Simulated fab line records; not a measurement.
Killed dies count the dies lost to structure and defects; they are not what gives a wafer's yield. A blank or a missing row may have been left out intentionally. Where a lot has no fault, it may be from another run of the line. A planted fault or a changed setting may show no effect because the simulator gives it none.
What tool caused it?	flow sky130	Sampling: 13 lots, 39 wafers, 4 of 708 route steps

WHAT EACH GAUGE READ, for each wafer
SKY_FIELD_ISO_THK_MEAS_02. Usual: FIELD_ISO_OXIDATION_00_THK gives 12.02 nm (standard deviation 0.24).
lot	measured	on	FIELD_ISO_OXIDATION_00_THK (nm)	flag
L405	day 1 12:42	film metro-03	11.90 11.81 12.01	
L408	day 2 02:40	film metro-01	12.51 12.33 12.11	
L412	day 2 23:23	film metro-03	12.10 11.81 11.84	
L413	day 3 05:01	film metro-02	11.65 11.81 11.71	
L414	day 3 10:41	film metro-01	12.37 12.41 12.43	
L416	day 3 18:39	film metro-01	12.11 12.10 12.20	
L417	day 3 23:55	film metro-03	12.15 11.94 12.14	
L418	day 4 04:38	film metro-01	11.70 11.72 11.76	
L421	day 4 20:23	film metro-03	12.13 11.90 11.71	
L424	day 5 11:56	film metro-01	12.08 12.20 12.13	
L425	day 5 15:38	film metro-01	12.13 11.98 12.44	
L427	day 6 01:38	film metro-01	12.06 12.18 12.28	
L428	day 6 07:16	film metro-02	12.35 12.16 12.32	

SKY_NWELL_THK_MEAS_02. Usual: NWELL_OXIDATION_THK gives 10.08 nm (standard deviation 0.21).
lot	measured	on	NWELL_OXIDATION_THK (nm)	flag
L405	day 2 19:01	film metro-03	10.11 10.03 10.02	
L408	day 3 03:47	film metro-03	10.31 9.98 10.19	
L412	day 4 02:39	film metro-04	10.43 10.46 10.57	
L413	day 4 09:05	film metro-04	10.08 10.26 10.26	
L414	day 4 11:37	film metro-04	10.04 10.03 10.02	
L421	day 5 23:07	film metro-03	10.02 10.23 10.05	
L424	day 6 15:10	film metro-02	10.25 10.23 10.13	
L425	day 6 21:02	film metro-04	9.78 9.66 10.01	
L427	day 7 07:51	film metro-02	10.00 10.09 9.98	
L428	day 7 15:38	film metro-03	9.74 9.76 9.71	

SKY_PWDE_OVL_MEAS_07. Usual: PWDE_OVL gives -0.8 nm (standard deviation 1.4).
lot	measured	on	PWDE_OVL (nm)	flag
L405	day 4 02:49	overlay-01	0.4 -0.8 1.3	
L408	day 4 12:44	overlay-01	-0.4 -1.0 -1.7	
L412	day 5 12:46	overlay-02	0.9 0.8 -0.5	
L413	day 5 19:56	overlay-02	1.3 2.4 0.7	
L414	day 5 23:37	overlay-02	-1.7 -0.6 -0.8	
L421	day 7 12:46	overlay-02	-0.7 0.5 -0.3	
L424	day 8 06:59	overlay-02	0.7 0.4 0.2	
L425	day 8 13:40	overlay-01	-3.1 -3.7 -3.0	
L427	day 9 01:53	overlay-01	-2.5 -1.5 -1.9	
L428	day 9 09:40	overlay-01	-1.3 -0.4 -1.2	

WHAT TOOL EACH LOT RAN ON (gives the tool, then ch and the chambers of the sampled wafers, and finally the start)
lot	SKY_FIELD_ISO_ETCH_17
L405	rie si-01 ch 1,2,3, day 2 07:44
L408	rie si-01 ch 0,1,2, day 2 20:20
L412	rie si-01 ch 0,1,2, day 3 19:23
L413	rie si-01 ch 1,2, day 4 01:11
L414	rie si-01 ch 0,2,3, day 4 05:05
L416	rie si-01 ch 1,2, day 4 13:17
L417	rie si-01 ch 0,1,3, day 4 19:08
L418	rie si-01 ch 0,2,3, day 5 01:05
L421	rie si-02 ch 0,1,2, day 5 16:11
L424	rie si-02 ch 0,1,3, day 6 09:08
L425	rie si-01 ch 0,2,3, day 6 14:14
L427	rie si-01 ch 0,2,3, day 6 22:14
L428	rie si-02 ch 1,3, day 7 05:53
- SKY_FIELD_ISO_ETCH_17: etches Si in HBr/Cl2/O2, target depth 342 nm, time 97.7 s.

WHAT THE TOOLS THEMSELVES READ (means of the sampled wafers that have a number; where no wafer has one, the mark that the record gives instead)
SKY_FIELD_ISO_ETCH_17. Usual: HBr_flow_sccm 150.0 sccm, standard deviation 0.44; O2_flow_sccm 6.000 sccm, standard deviation 0.018; drypump motor current A 5.5 A, standard deviation 0.45; oes product au 1.001 a.u., standard deviation 0.012; rf fwd power W 596.4 W, standard deviation 1.9; throttle valve pct 25.656 %, standard deviation 0.012.
lot	tool	HBr_flow_sccm (sccm)	O2_flow_sccm (sccm)	drypump motor current A (A)	oes product au (a.u.)	rf fwd power W (W)	throttle valve pct (%)	flag
L405	rie si-01	149.6	6.013	5.7	1.001	597.6	25.649	
L408	rie si-01	150.3	5.994	5.5	0.988	595.3	25.659	
L412	rie si-01	150.0	6.003	5.5	1.003	596.0	25.658	
L413	rie si-01	150.1	5.992	5.6	1.006	595.3	25.655	
L414	rie si-01	150.2	6.015	5.6	1.011	597.1	25.655	
L416	rie si-01	-	-	-	-	-	-	OFF
L417	rie si-01	-	-	-	-	-	-	OFF
L418	rie si-01	-	-	-	-	-	-	OFF
L421	rie si-02	150.5	5.993	5.3	1.003	593.6	25.651	
L424	rie si-02	150.4	5.992	5.2	0.996	597.4	25.664	
L425	rie si-01	150.0	6.014	5.6	1.001	599.1	25.655	
L427	rie si-01	149.9	5.997	5.6	1.000	595.6	25.652	
L428	rie si-02	150.0	5.981	5.6	0.998	594.9	25.646	

THE ANSWER, worked out from the rows above alone
Rule: take the mean of a lot's wafers that have a number; if it is more than 3 standard deviations from the usual mean, the lot is off. Also off: a lot with no number at a reading for which 4 or more lots have one. The other lots that the step has rows for count as sound. After the gauges, taken in route order, come the tools' own readings; for these a lot's mean is taken, as printed above. The first step at which some lot is off is used, and at that step the reading that is off furthest; a lot without a number counts as furthest.
Off: L416, L417, L418, at SKY_FIELD_ISO_ETCH_17 (HBr_flow_sccm). Without a number there: L416, L417, L418.
A tool fits if, at that step or a process step before it, it ran every lot that is off, and no sound lot after the first of them. Of those tried, none fits.

WHAT THE SIMULATOR HAD INSERTED
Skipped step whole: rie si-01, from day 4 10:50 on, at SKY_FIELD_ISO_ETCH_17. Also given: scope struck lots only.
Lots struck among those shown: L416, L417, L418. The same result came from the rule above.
